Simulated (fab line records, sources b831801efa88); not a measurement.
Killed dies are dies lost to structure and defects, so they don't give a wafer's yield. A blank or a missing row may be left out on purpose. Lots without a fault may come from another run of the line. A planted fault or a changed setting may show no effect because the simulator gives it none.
One fault seen from 2 desks | flow sky130 | each desk has only its own numbers; what lay behind them comes last

THE TOOL OWNER'S DESK: hdpcvd-02
The tool's own readings at SKY_VIA1_HDPCVD_00 (deposits SiO2, target thk 1030 nm, time 171.7 s): means of the sampled wafers that have a number, for each lot that ran on this tool. A lot is out of limits, marked OUT, if its mean lies more than 4 standard deviations from the usual mean; the brackets give that distance.
Columns: A = sih4_flow_sccm at SKY_VIA1_HDPCVD_00, usual 60.01 sccm
lot  | first seen here | A
L330 | day 33 22:14    | 59.96
L329 | day 34 02:38    | 59.92
L334 | day 35 16:30    | 60.05
L341 | day 38 01:10    | 59.78
L342 | day 38 04:49    | 49.99 (-53) OUT
This desk's finding: out of limits on L342; first on L342, day 38 04:49 (sih4_flow_sccm at SKY_VIA1_HDPCVD_00). In limits: L330, L329, L334, L341.

THE METROLOGY DESK
What the gauges read, lot by lot, whatever tool the lot ran on: means of the sampled wafers that have a number. A lot is out of limits, marked OUT, if its mean lies more than 4 standard deviations from the usual mean; the brackets give that distance.
Columns: A = VIA1_HDPCVD_THK at SKY_VIA1_THK_MEAS_01, usual 1038 nm; B = VIA1_OVL at SKY_VIA1_OVL_MEAS_13, usual -2 nm
lot  | first seen here | A             | B
L325 | day 32 22:40    | 1039          | -3
L328 | day 33 21:49    | 1038          | -8
L330 | day 33 22:22    | 1045          | 0
L329 | day 34 02:46    | 1036          | -4
L331 | day 35 04:37    | 1031          | 1
L332 | day 35 09:01    | 1038          | 3
L333 | day 35 16:01    | 1037          | 0
L334 | day 35 16:37    | 1034          | -4
L335 | day 36 05:42    | 1044          | -4
L341 | day 38 01:16    | 1040          | -6
L342 | day 38 04:54    | 867 (-17) OUT | -1
L346 | day 39 13:49    | 1040          | -4
This desk's finding: out of limits on L342; first on L342, day 38 04:54 (VIA1_HDPCVD_THK at SKY_VIA1_THK_MEAS_01). In limits: L325, L328, L330, L329, L331, L332, L333, L334, L335, L341, L346.

PUT TOGETHER
The tool owner's desk could have raised an alarm at day 38 04:49, on L342.
The metrology desk could have raised an alarm at day 38 04:54, on L342.
Of the lots named, all ran SKY_VIA1_HDPCVD_00 on hdpcvd-02.

WHAT THE SIMULATOR HAD PUT IN
Process parameter drift: hdpcvd-02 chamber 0, from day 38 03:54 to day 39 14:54, at SKY_VIA1_HDPCVD_00. Setting sih4_flow_sccm, moved by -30, from 60. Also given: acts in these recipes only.
Lots struck among those shown: L342.
Hours from the fault's start to each desk's first reading out of limits: the tool owner's desk, 1; the metrology desk, 1.
